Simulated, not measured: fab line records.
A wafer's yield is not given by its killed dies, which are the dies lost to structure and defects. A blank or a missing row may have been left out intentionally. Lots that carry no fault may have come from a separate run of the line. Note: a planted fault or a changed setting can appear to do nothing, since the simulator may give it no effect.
Problem report in the 8D (eight disciplines) form, filled by code | flow sfq-line | the parts of the form that need people (team, actions taken, sign-off) are left out

== 1. THE ISSUE ==
A mean of 0.747 a.u. is read at SFQ_TRILAYER_M4_BARC_OPEN_METAL_ETCH_123 for oes-product-au, taken on 1 wafer of 1 lot, against 0.685 a.u. (standard deviation 0.0047) on wafers free of any fault. That is +13 standard deviations from the usual mean.
The step: etches BARC in O2, target depth 125 nm, time 41.7 s.
First observed at day 41 06:14: wafer L702.2, on rie-metal-01. The record holds 15 wafers of 5 lots with a number at this step. Rule for "out", or "out of limits": more than 4 standard deviations from the usual mean. The other wafers with a number count as sound.

== 2. WHAT IT IS; WHAT IT IS NOT ==
question                    | is                           | is not
which readings at this step | oes-product-au, run-length-s | chamber-pressure-mTorr, drypump-motor-current-A, he-backside-leak-sccm
which lots                  | L702                         | L685, L694, L705, L706
which wafers of those lots  | L702.2                       | L702.5, L702.6
read on which tools         | rie-metal-01                 | rie-metal-02, rie-metal-04
when                        | from day 41 06:14            | up to then (8 sound wafers); but 6 sound wafers of L705, L706 came after

== 3. SUSPECTS, AND WHAT RULES EACH OUT ==
Counting: any tool at a process step up to the reading remains a suspect provided it ran every lot that is out. Sound lots after the first of them don't rule it out here, since some wafers of a struck lot are sound.
- pvd-sputter-05 at SFQ_TRILAYER_M4_DEP_SPUTTER_091 (material Nb, target thk 200 nm, time 133.3 s): kept. It ran the lot that is out, L702 (day 39 02:34); its last sound lot up to then is L685 (day 32 10:55).
- rie-metal-01 at SFQ_TRILAYER_M4_BARC_OPEN_METAL_ETCH_123 (etches BARC in O2, target depth 125 nm, time 41.7 s): kept. It ran the lot that is out, L702 (day 41 06:14); its last sound lot up to then is L685 (day 35 08:07). Its own readings are out on those wafers: oes-product-au, run-length-s.
After counting, pvd-sputter-05 at SFQ_TRILAYER_M4_DEP_SPUTTER_091 and rie-metal-01 at SFQ_TRILAYER_M4_BARC_OPEN_METAL_ETCH_123 remain.

== 4. THE CAUSE (what the simulator had put in) ==
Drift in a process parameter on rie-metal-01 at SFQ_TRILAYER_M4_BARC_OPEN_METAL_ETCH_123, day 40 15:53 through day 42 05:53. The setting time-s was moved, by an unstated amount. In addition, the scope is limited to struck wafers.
Of the 2 suspects that counting leaves, this tool is one.

== 5. SEQUENCE OF EFFECTS, ordered by route ==
Each row: a reading whose mean over the struck wafers that have a number lies more than 3 standard deviations from the usual. Scope: only readings with a usual standard deviation given in the record; hours: median across lots of the time from each lot's start at the first step in this table that gives one to its start at this step; sigmas: change in usual standard deviations.
hours | step                                     | reading        | usual      | on struck wafers | change | sigmas
0     | SFQ_TRILAYER_M4_BARC_OPEN_METAL_ETCH_123 | oes-product-au | 0.685 a.u. | 0.747            | +0.062 | +13
0     | SFQ_TRILAYER_M4_BARC_OPEN_METAL_ETCH_123 | run-length-s   | 70.0 s     | 64.5             | -5.5   | -7.1
It contains these process steps:
- SFQ_TRILAYER_M4_BARC_OPEN_METAL_ETCH_123: etches BARC in O2, target depth 125 nm, time 41.7 s.
Readings that are blank on the struck wafers while sound wafers have them: rf-fwd-power-W at SFQ_TRILAYER_M4_BARC_OPEN_METAL_ETCH_123.

== 6. WHAT WOULD HAVE CAUGHT IT SOONER ==
The fault began at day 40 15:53; the first out-of-limits reading in this record came at day 41 06:14, 14 hours later.
